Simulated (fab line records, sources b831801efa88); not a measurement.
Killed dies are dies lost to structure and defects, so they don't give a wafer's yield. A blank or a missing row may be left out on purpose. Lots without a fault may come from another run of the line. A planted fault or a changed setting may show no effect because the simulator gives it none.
Which tool did it? | flow sky130 | 24 lots, 72 wafers sampled, at 6 steps of a route of 708

WHAT THE GAUGES READ, wafer by wafer
SKY_CONTACT_THK_MEAS_01.
lot  | measured     | on            | CONTACT_CVD_00_THK (nm)
L074 | day 29 14:26 | film_metro-02 | 75.1 75.9 75.7
L075 | day 30 07:52 | film_metro-02 | 73.5 74.0 76.1
L076 | day 30 21:52 | film_metro-03 | 75.3 74.1 76.2
L077 | day 31 00:18 | film_metro-01 | 76.6 75.5 74.5
L078 | day 31 09:30 | film_metro-01 | 77.0 75.6 77.4
L079 | day 31 23:59 | film_metro-01 | 74.2 75.7 77.0
L080 | day 32 16:06 | film_metro-03 | 74.8 75.6 73.6
L081 | day 32 16:40 | film_metro-02 | 73.1 74.0 72.9
L082 | day 32 20:15 | film_metro-01 | 74.6 75.9 76.4
L083 | day 33 22:58 | film_metro-02 | 75.4 73.5 76.6
L084 | day 34 04:13 | film_metro-01 | 74.2 73.7 73.9
L085 | day 34 05:13 | film_metro-02 | 75.1 72.1 75.0
L087 | day 34 13:50 | film_metro-02 | 77.4 74.7 76.6
L086 | day 34 17:34 | film_metro-03 | 73.9 77.3 76.2
L088 | day 34 19:40 | film_metro-03 | 75.5 74.8 75.8
L089 | day 35 05:41 | film_metro-02 | 74.3 74.3 76.5
L090 | day 35 14:19 | film_metro-03 | 73.6 75.7 75.9
L091 | day 36 02:08 | film_metro-01 | 74.9 76.3 75.2
L092 | day 36 10:41 | film_metro-03 | 74.9 75.3 75.6
L093 | day 36 12:46 | film_metro-01 | 73.8 75.4 74.7
L094 | day 36 18:44 | film_metro-01 | 73.3 73.4 74.1
L095 | day 37 03:27 | film_metro-03 | 74.7 74.6 75.5
L096 | day 37 11:08 | film_metro-03 | 73.2 75.6 73.7
L097 | day 37 20:31 | film_metro-02 | 73.1 75.6 75.4

SKY_CONTACT_BOW_MEAS_05.
lot  | measured     | on            | CONTACT_BOW (um)
L074 | day 29 14:55 | film_metro-01 | 85 82 78
L075 | day 30 08:23 | film_metro-02 | 90 86 84
L076 | day 30 22:20 | film_metro-01 | 81 89 75
L077 | day 31 00:49 | film_metro-02 | 89 89 86
L078 | day 31 10:01 | film_metro-03 | 83 82 85
L079 | day 32 00:29 | film_metro-01 | 94 89 80
L080 | day 32 16:37 | film_metro-01 | 72 72 73
L081 | day 32 17:10 | film_metro-01 | 87 79 73
L082 | day 32 20:54 | film_metro-01 | 83 65 80
L083 | day 33 23:28 | film_metro-02 | 86 79 95
L084 | day 34 04:45 | film_metro-03 | 91 80 78
L085 | day 34 05:42 | film_metro-03 | 87 89 95
L087 | day 34 14:33 | film_metro-03 | 76 87 84
L086 | day 34 18:04 | film_metro-02 | 59 77 82
L088 | day 34 20:10 | film_metro-02 | 90 74 87
L089 | day 35 06:10 | film_metro-01 | 82 83 77
L090 | day 35 14:48 | film_metro-01 | 59 78 83
L091 | day 36 02:39 | film_metro-03 | 82 82 84
L092 | day 36 11:10 | film_metro-01 | 95 93 81
L093 | day 36 13:17 | film_metro-01 | 88 81 87
L094 | day 36 19:16 | film_metro-01 | 81 79 81
L095 | day 37 03:57 | film_metro-03 | 94 76 80
L096 | day 37 11:37 | film_metro-02 | 81 86 86
L097 | day 37 21:01 | film_metro-03 | 77 74 84

SKY_VIA1_THK_MEAS_23: measures by xrf.
lot  | measured     | on            | VIA1_W_THK (nm)
L074 | day 33 06:47 | film_metro-03 | 266 264 267
L075 | day 33 23:32 | film_metro-01 | 267 261 261
L076 | day 34 13:32 | film_metro-01 | 266 266 269
L077 | day 34 15:28 | film_metro-03 | 258 262 260
L078 | day 34 22:59 | film_metro-04 | 267 269 264
L079 | day 35 15:08 | film_metro-04 | 265 265 262
L080 | day 36 07:25 | film_metro-01 | 254 261 256
L081 | day 36 08:44 | film_metro-04 | 262 267 268
L082 | day 36 11:59 | film_metro-04 | 269 268 267
L083 | day 37 15:28 | film_metro-01 | 254 259 259
L084 | day 37 20:31 | film_metro-01 | 257 260 265
L085 | day 37 21:05 | film_metro-01 | 263 262 258
L087 | day 38 05:27 | film_metro-03 | 260 262 260
L086 | day 38 10:07 | film_metro-04 | 265 267 263
L088 | day 38 10:25 | film_metro-01 | 260 260 260
L089 | day 38 20:52 | film_metro-04 | 261 263 261
L090 | day 39 03:29 | film_metro-04 | 264 260 258
L091 | day 39 15:24 | film_metro-01 | 260 263 258
L092 | day 39 21:38 | film_metro-04 | 269 256 256
L093 | day 39 23:13 | film_metro-04 | 265 264 270
L094 | day 40 04:23 | film_metro-01 | 262 271 272
L095 | day 40 11:36 | film_metro-04 | 265 264 267
L096 | day 40 19:13 | film_metro-03 | 269 258 271
L097 | day 41 03:38 | film_metro-04 | 266 268 263

SKY_METAL2_CD_MEAS_15: target cd 140 nm.
lot  | measured     | on        | cd_nm (nm)
L074 | day 34 10:49 | cd_sem-01 | 139.5 139.0 140.7
L075 | day 35 03:43 | cd_sem-01 | 137.8 137.5 137.0
L076 | day 35 16:22 | cd_sem-01 | 142.2 140.8 141.8
L077 | day 35 20:11 | cd_sem-01 | 140.2 139.5 140.9
L078 | day 36 03:17 | cd_sem-01 | 144.9 145.9 145.9
L079 | day 36 19:46 | cd_sem-01 | 140.3 142.0 141.3
L080 | day 37 11:49 | cd_sem-02 | 140.2 140.1 139.7
L081 | day 37 13:04 | cd_sem-02 | 137.9 138.9 138.3
L082 | day 37 16:16 | cd_sem-01 | 141.6 140.7 141.9
L083 | day 38 17:43 | cd_sem-02 | 142.1 142.2 142.6
L084 | day 38 22:29 | cd_sem-02 | 139.7 139.1 139.9
L085 | day 38 23:52 | cd_sem-02 | 139.3 141.3 140.6
L087 | day 39 06:38 | cd_sem-01 | 138.8 139.0 138.0
L086 | day 39 12:05 | cd_sem-01 | 141.6 141.8 141.7
L088 | day 39 12:13 | cd_sem-01 | 141.0 141.5 140.8
L089 | day 39 21:52 | cd_sem-02 | 140.8 141.3 141.6
L090 | day 40 05:22 | cd_sem-01 | 141.6 142.9 144.3
L091 | day 40 16:04 | cd_sem-02 | 141.9 140.2 142.2
L092 | day 40 22:46 | cd_sem-02 | 139.9 140.7 139.6
L093 | day 40 23:53 | cd_sem-01 | 138.1 137.3 138.3
L094 | day 41 04:16 | cd_sem-01 | 137.8 139.0 138.7
L095 | day 41 11:30 | cd_sem-02 | 139.2 140.3 139.8
L096 | day 41 19:41 | cd_sem-02 | 141.8 141.8 140.7
L097 | day 42 04:13 | cd_sem-01 | 142.9 142.5 143.8

WHICH TOOL RAN EACH LOT (tool, then ch and the chambers of the sampled wafers, then the start)
lot  | SKY_METAL1_METAL_ETCH_19          | SKY_VIA1_CMP_24
L074 | rie_metal-04 ch 1, day 32 00:23   | cmp-02 ch 1,2, day 33 06:54
L075 | rie_metal-03 ch 1, day 32 18:23   | cmp-01 ch 0,1,2, day 33 23:41
L076 | rie_metal-03 ch 0,1, day 33 08:16 | cmp-01 ch 1,2,3, day 34 13:35
L077 | rie_metal-04 ch 0,1, day 33 09:40 | cmp-01 ch 0,1,2, day 34 15:38
L078 | rie_metal-03 ch 0,1, day 33 17:43 | cmp-01 ch 1,2, day 34 23:02
L079 | rie_metal-02 ch 0,1, day 34 09:31 | cmp-01 ch 2,3, day 35 15:17
L080 | rie_metal-02 ch 0,1, day 35 01:01 | cmp-02 ch 0,2, day 36 07:31
L081 | rie_metal-04 ch 0,1, day 35 02:47 | cmp-02 ch 0,1,3, day 36 08:48
L082 | rie_metal-03 ch 0,1, day 35 05:23 | cmp-02 ch 0,1,3, day 36 12:08
L083 | rie_metal-03 ch 0,1, day 36 08:02 | cmp-02 ch 1,2,3, day 37 15:31
L084 | rie_metal-04 ch 0,1, day 36 14:14 | cmp-01 ch 0,2,3, day 37 20:34
L085 | rie_metal-02 ch 0,1, day 36 15:23 | cmp-02 ch 1,2,3, day 37 21:08
L087 | rie_metal-04 ch 0,1, day 37 00:21 | cmp-01 ch 2,3, day 38 05:34
L086 | rie_metal-02 ch 0,1, day 37 05:11 | cmp-01 ch 0,2, day 38 10:13
L088 | rie_metal-04 ch 0,1, day 37 05:50 | cmp-01 ch 1,2,3, day 38 10:28
L089 | rie_metal-03 ch 0,1, day 37 16:10 | cmp-01 ch 0,1,3, day 38 21:00
L090 | rie_metal-03 ch 0,1, day 37 23:50 | cmp-02 ch 0,1,3, day 39 03:49
L091 | rie_metal-02 ch 0,1, day 38 11:28 | cmp-01 ch 1,2,3, day 39 15:32
L092 | rie_metal-02 ch 0,1, day 38 18:35 | cmp-02 ch 0,1,3, day 39 21:48
L093 | rie_metal-03 ch 0,1, day 38 20:22 | cmp-01 ch 0,1,3, day 39 23:16
L094 | rie_metal-04 ch 0,1, day 39 01:44 | cmp-01 ch 0,2,3, day 40 04:30
L095 | rie_metal-04 ch 0,1, day 39 08:29 | cmp-01 ch 0,2,3, day 40 11:39
L096 | rie_metal-04 ch 0,1, day 39 16:47 | cmp-02 ch 0,1,2, day 40 19:26
L097 | rie_metal-03 ch 0,1, day 40 01:05 | cmp-02 ch 0,1,3, day 41 03:48
- SKY_METAL1_METAL_ETCH_19: etches the open film in Cl2/BCl3, stops on SiO2, target depth 360 nm, time 78 s.
- SKY_VIA1_CMP_24: polishes, stops on SiO2, t overpolish 15 s, target thk 0 nm.

WHAT THE TOOLS THEMSELVES READ (means of the sampled wafers that have a number; where no wafer has one, the mark that the record gives instead)
SKY_METAL1_METAL_ETCH_19.
lot  | tool         | bias_w (W) | drypump_motor_current_A (A) | mfc_cl2_sccm (sccm) | oes_product_au (a.u.) | throttle_valve_pct (%)
L074 | rie_metal-04 | 48.69      | 6.0                         | 59.87               | 0.847                 | 22.260
L075 | rie_metal-03 | 48.61      | 5.6                         | 59.65               | 0.843                 | 22.269
L076 | rie_metal-03 | 48.43      | 5.5                         | 59.98               | 0.855                 | 22.256
L077 | rie_metal-04 | 48.50      | 6.1                         | 60.00               | 0.854                 | 22.270
L078 | rie_metal-03 | 48.65      | 5.5                         | 59.88               | 0.855                 | 22.256
L079 | rie_metal-02 | 48.52      | 6.0                         | 59.98               | 0.864                 | 22.261
L080 | rie_metal-02 | 48.68      | 6.0                         | 60.05               | 0.857                 | 22.269
L081 | rie_metal-04 | 48.46      | 6.1                         | 59.97               | 0.852                 | 22.264
L082 | rie_metal-03 | 48.42      | 5.5                         | 59.86               | 0.848                 | 22.262
L083 | rie_metal-03 | 48.50      | 5.6                         | 60.12               | 0.861                 | 22.279
L084 | rie_metal-04 | 48.51      | 6.1                         | 59.87               | 0.854                 | 22.257
L085 | rie_metal-02 | 48.59      | 6.0                         | 60.02               | 0.852                 | 22.269
L087 | rie_metal-04 | 48.52      | 6.1                         | 59.83               | 0.849                 | 22.268
L086 | rie_metal-02 | 48.57      | 5.7                         | 59.93               | 0.853                 | 22.261
L088 | rie_metal-04 | 48.48      | 6.1                         | 59.98               | 0.852                 | 22.273
L089 | rie_metal-03 | 48.48      | 5.5                         | 60.10               | 0.859                 | 22.259
L090 | rie_metal-03 | 48.42      | 5.5                         | 59.79               | 0.851                 | 22.269
L091 | rie_metal-02 | 48.46      | 6.0                         | 59.86               | 0.848                 | 22.260
L092 | rie_metal-02 | 48.42      | 6.0                         | 59.98               | 0.858                 | 22.266
L093 | rie_metal-03 | 48.50      | 5.5                         | 59.94               | 0.853                 | 22.265
L094 | rie_metal-04 | 48.51      | 6.1                         | 59.93               | 0.851                 | 22.265
L095 | rie_metal-04 | 48.64      | 6.1                         | 59.86               | 0.848                 | 22.259
L096 | rie_metal-04 | 48.42      | 6.1                         | 60.08               | 0.851                 | 22.260
L097 | rie_metal-03 | 48.61      | 5.5                         | 60.06               | 0.849                 | 22.265

SKY_VIA1_CMP_24.
lot  | tool   | motor_current_A (A) | overpolish_run_s (s) | time_to_endpoint_s (s)
L074 | cmp-02 | 10.4                | 15.004               | 64
L075 | cmp-01 | 11.7                | 14.999               | 62
L076 | cmp-01 | 11.9                | 14.999               | 63
L077 | cmp-01 | 11.4                | 14.999               | 64
L078 | cmp-01 | 11.6                | 15.000               | 63
L079 | cmp-01 | 12.4                | 15.002               | 64
L080 | cmp-02 | 11.6                | 15.011               | 61
L081 | cmp-02 | 11.6                | 14.991               | 60
L082 | cmp-02 | 11.6                | 15.000               | 58
L083 | cmp-02 | 11.5                | 15.008               | 61
L084 | cmp-01 | 12.1                | 14.997               | 61
L085 | cmp-02 | 11.1                | 15.000               | 62
L087 | cmp-01 | 12.6                | 15.004               | 59
L086 | cmp-01 | 13.0                | 14.999               | 60
L088 | cmp-01 | 11.9                | 15.000               | 62
L089 | cmp-01 | 11.4                | 14.997               | 63
L090 | cmp-02 | 11.6                | 14.987               | 61
L091 | cmp-01 | 12.2                | 15.009               | 62
L092 | cmp-02 | 11.7                | 15.001               | 59
L093 | cmp-01 | 11.1                | 14.997               | 65
L094 | cmp-01 | 12.3                | 14.997               | 60
L095 | cmp-01 | 12.2                | 15.003               | 61
L096 | cmp-02 | 11.3                | 15.000               | 67
L097 | cmp-02 | 12.0                | 15.007               | 65

THE ANSWER, worked out from the rows above alone
Rule: what is usual is taken from the lots themselves. Put in order of their means at a reading, lots are off if they are a third of the lots or fewer, leave a main group of 4 or more, and stand apart from it by a gap of 3 or more times the standard deviation of the main group's means; of several such gaps the widest counts. A main group whose means are all the same, to the digits that the tables above print for the reading, isn't used. A lot without any number at a reading at which 4 lots or more have one is off too. The other lots that the step has rows for count as sound. The gauges are gone through in route order, then the tools' own readings, and for those a lot's mean is taken as printed above. The first step at which some lot is off is used, and at that step the reading that is off furthest; a lot without a number counts as furthest.
No lot is off at any reading shown: from this, nothing can be told.

WHAT THE SIMULATOR HAD PUT IN
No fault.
